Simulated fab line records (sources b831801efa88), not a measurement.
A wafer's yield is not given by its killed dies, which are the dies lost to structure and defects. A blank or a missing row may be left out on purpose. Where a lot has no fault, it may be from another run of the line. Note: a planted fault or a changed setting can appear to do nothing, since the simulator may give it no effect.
A struck lot beside a sound one ; flow sky130 ; 15 steps out of a route of 708
Sound: these wafers, L890.1, L890.2, L890.4. Struck: wafers L893.2, L893.5, L893.6. The cause is named last.
Each step with rows lists, per side, the tool, then ch with its chambers, then its first start. Under that, the readings that differ: sound wafers ; struck wafers ; difference of the means ; sigmas: that difference in standard deviations of wafers without a fault.
alike: readings with means less than 2 such deviations apart, plus words and numbers identical on both sides. not compared: withheld readings, readings lacking a value on some wafer, bounds such as >300 that could conceal the same value, and numbers that have no deviation in the record and whose values overlap.
Wherever a step has rows on one side only, a row that says differs or no value, or a row with sigmas, the two part there. Numbers that don't overlap but have no deviation are shown without sigmas and don't part them. Lack of a reading on every wafer of one side parts them only where that side has two or more wafers.

SKY_VIA1_OVL_MEAS_13:
  sound on overlay-02, day 38 12:02; struck on overlay-01, day 39 14:33
  alike: VIA1_OVL
SKY_VIA1_ETCH_14: etches BARC in N2/H2, stops on SiO2, time 45.9 s, target depth 60 nm.
  sound on rie_diel-01 ch 0,1,3, day 38 12:05; struck on rie_diel-02 ch 2,3, day 39 14:35
  alike: chamber_pressure_mTorr, drypump_motor_current_A, oes_product_au, throttle_valve_pct
  not compared: rf_hours_counter_h
SKY_VIA1_ETCH_15: etches SiO2 in C4F8/O2/Ar, stops on TiN, target depth 351 nm, time 54 s.
  sound on rie_diel-01 ch 0,1,3, day 38 12:07; struck on rie_diel-02 ch 2,3, day 39 14:37
  alike: chamber_pressure_mTorr, oes_product_au
  not compared: rf_hours_counter_h
SKY_VIA1_STRIP_16: strips in O2/N2.
  sound on plasma_asher-02 ch 0,1, day 38 12:10; struck on plasma_asher-04 ch 0,1, day 39 14:40
  alike: chamber_pressure_mTorr, drypump_motor_current_A, o2_flow_sccm, oes_product_au, strip_time_to_endpoint_s
  not compared: rf_hours_counter_h
then, 4 steps without rows for these wafers: SKY_VIA1_STRIP_17 (strips in post etch residue remover, time 1200 s); SKY_VIA1_CLEAN_18 (cleans in IPA, time 180 s); SKY_VIA1_CLEAN_19 (cleans in O3/DIW); SKY_VIA1_SPUTTER_20 (material TiN, target thk 20 nm, time 80 s).
SKY_VIA1_CVD_21: deposits W, target thk 270 nm, time 80.902 s.
  sound on cvd_w-02 ch 0,1, day 38 13:16; struck on cvd_w-01 ch 0,1, day 39 15:22
  alike: chamber_pressure_Torr, heater_power_w
  not compared: since_wet_clean_h
SKY_VIA1_RS_MEAS_22: a four-point-probe measurement.
  sound on film_metro-01, day 38 13:21; struck on film_metro-01, day 39 15:29
  alike: VIA1_W_RS
SKY_VIA1_THK_MEAS_23: measures by xrf.
  sound on film_metro-01, day 38 13:28; struck on film_metro-01, day 39 15:35
  alike: VIA1_W_THK
then, 1 step without rows for these wafers: SKY_VIA1_CMP_24 (polishes, stops on SiO2, t overpolish 15 s, target thk 0 nm).
SKY_METAL2_SPUTTER_00: material Ti, target thk 15 nm, time 10 s.
  sound on pvd_sputter-02, day 38 13:50; struck on pvd_sputter-02, day 39 15:56
  no value came back on the struck wafers for cathode_dc_power_W (W), chamber_pressure_pa (Pa), throttle_valve_pct (%); on the sound wafers cathode_dc_power_W (W) reads 3000.1 3000.4 2999.4
SKY_METAL2_SPUTTER_01: material TiN, target thk 20 nm, time 16.7 s.
  sound on pvd_sputter-02, day 38 13:51; struck on pvd_sputter-02, day 39 15:58
  alike: cathode_dc_power_W, chamber_pressure_pa, throttle_valve_pct
-- the record jumps here: 10 days lie between the struck wafers' starts before and after (it left off in module METAL2 and takes up again in module PAD_OPEN, whose first step shown is number 708 of the route) --
SKY_PAD_OPEN_PROBE_99:
  sound on prober-01, day 49 05:19; struck on prober-02, day 49 22:38
reading;sound;struck;difference;sigmas
killed_at_front_end;6 13 10;23 17 24;+12;+2
model.etest.via1_chain.rc_ohm;16.69 17.14 17.08;17.89 17.36 17.91;+0.75;
  alike: defect_limited_yield, killed_at_M0_to_M3, killed_at_M4_up, killed_at_contacts, killed_at_other, killed_dies, killed_on_rim, killed_open, killed_short, sort_bin_3_pad_short, sort_bin_5_function, sort_bin_6_memory, sort_n_pass, sort_yield_pct

## WHERE THEY PART
Last at SKY_PAD_OPEN_PROBE_99 as far as this record goes, first at SKY_METAL2_SPUTTER_00.

WHY: what the simulator had put in
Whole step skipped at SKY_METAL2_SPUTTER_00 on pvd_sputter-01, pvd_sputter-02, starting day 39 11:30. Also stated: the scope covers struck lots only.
